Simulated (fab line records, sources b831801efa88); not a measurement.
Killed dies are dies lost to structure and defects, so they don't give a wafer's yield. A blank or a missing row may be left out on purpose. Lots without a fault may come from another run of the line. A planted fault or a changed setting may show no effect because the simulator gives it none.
Tool commonality check | flow gf180mcu | 14 lots, 48 wafers sampled

WHY IT WAS OPENED
At GF_HV_LDD_TW_MEAS_50 the reading HV_LDD_4_TW is flagged on 2 of 14 lots. Wafers without a fault read 570, standard deviation 3.3.
Rule: a lot is flagged when every wafer of it that has a number lies more than 4 standard deviations from that mean, or none has a number. The other lots count as sound.

lot  | measured     | on            | HV_LDD_4_TW, wafer by wafer | flag
L594 | day 12 22:40 | film_metro-03 | 574 571 573                 |
L596 | day 13 07:40 | film_metro-04 | 570 569 571                 |
L595 | day 13 07:58 | film_metro-02 | 567 569 568                 |
L597 | day 13 15:41 | film_metro-04 | 572 572 571                 |
L598 | day 14 04:11 | film_metro-02 | 566 567 568                 |
L599 | day 14 07:21 | film_metro-03 | 568 571 571                 |
L600 | day 14 20:37 | film_metro-03 | 567 571 575                 |
L602 | day 15 11:51 | film_metro-04 | 575 574 573                 |
L609 | day 17 15:25 | film_metro-04 | 591 589 594 590 592 594     | FLAGGED
L610 | day 18 06:54 | film_metro-04 | 596 595 594 594 598 597     | FLAGGED
L611 | day 18 08:04 | film_metro-03 | 564 567 564                 |
L612 | day 18 13:16 | film_metro-03 | 567 570 568                 |
L615 | day 20 06:58 | film_metro-04 | 574 576 576                 |
L616 | day 20 09:40 | film_metro-03 | 568 573 568                 |
The numbers of the flagged lots are 594 on average: +24 against the usual, or +7 standard deviations.

WHICH TOOL RAN EACH LOT
The record holds 1 process step before the reading, out of a route of 602 steps. In each cell: the tool, then ch and the chambers that the sampled wafers went through, then the start.
lot  | flag    | GF_HV_LDD_IMPLANT_48
L594 |         | implanter-04 ch 0, day 12 22:26
L596 |         | implanter-02 ch 0, day 13 07:25
L595 |         | implanter-03 ch 0, day 13 07:44
L597 |         | implanter-02 ch 0, day 13 15:27
L598 |         | implanter-03 ch 0, day 14 03:56
L599 |         | implanter-04 ch 0, day 14 07:08
L600 |         | implanter-02 ch 0, day 14 20:23
L602 |         | implanter-03 ch 0, day 15 11:38
L609 | FLAGGED | implanter-02 ch 0, day 17 15:11
L610 | FLAGGED | implanter-02 ch 0, day 18 06:42
L611 |         | implanter-03 ch 0, day 18 07:49
L612 |         | implanter-03 ch 0, day 18 13:02
L615 |         | implanter-03 ch 0, day 20 06:43
L616 |         | implanter-03 ch 0, day 20 09:25
What these steps do:
- GF_HV_LDD_IMPLANT_48
- GF_HV_LDD_TW_MEAS_50

FLAGGED OVER TOTAL, TOOL BY TOOL (the gauges that took the reading come last)
step                 | tool          | lots run | flagged | share of the flagged lots | sound lots run after its first flagged lot
GF_HV_LDD_IMPLANT_48 | implanter-02  | 5        | 2       | all                       | 0
GF_HV_LDD_IMPLANT_48 | implanter-03  | 7        | 0       | none                      | -
GF_HV_LDD_IMPLANT_48 | implanter-04  | 2        | 0       | none                      | -
GF_HV_LDD_TW_MEAS_50 | film_metro-02 | 2        | 0       | none                      | -
GF_HV_LDD_TW_MEAS_50 | film_metro-03 | 6        | 0       | none                      | -
GF_HV_LDD_TW_MEAS_50 | film_metro-04 | 6        | 2       | all                       | 1 (L615)

WHAT THE TABLE ALLOWS
2 rows of the table ran every flagged lot: implanter-02 at GF_HV_LDD_IMPLANT_48, film_metro-04 at GF_HV_LDD_TW_MEAS_50.
- implanter-02 at GF_HV_LDD_IMPLANT_48: 2 of its 5 lots flagged. Its last sound lot is L600 (day 14 20:23), its first flagged lot L609 (day 17 15:11): a fault that began between those two fits. Its own readings lie more than 4 standard deviations out on every wafer of the flagged lots: dose_ions_cm2, faraday_current_uA.
- film_metro-04 at GF_HV_LDD_TW_MEAS_50: 2 of its 6 lots flagged. Sound lots ran on it after the first flagged one (L615), which a lasting fault on the whole tool wouldn't allow.
One tool is left: implanter-02 at GF_HV_LDD_IMPLANT_48.

WHAT THE SIMULATOR HAD PUT IN
Process parameter drift: implanter-02, from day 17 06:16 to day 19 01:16, at GF_HV_LDD_IMPLANT_48. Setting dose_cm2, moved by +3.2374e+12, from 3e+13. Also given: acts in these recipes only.
Lots struck among those shown: L609, L610. The rule above found the same.
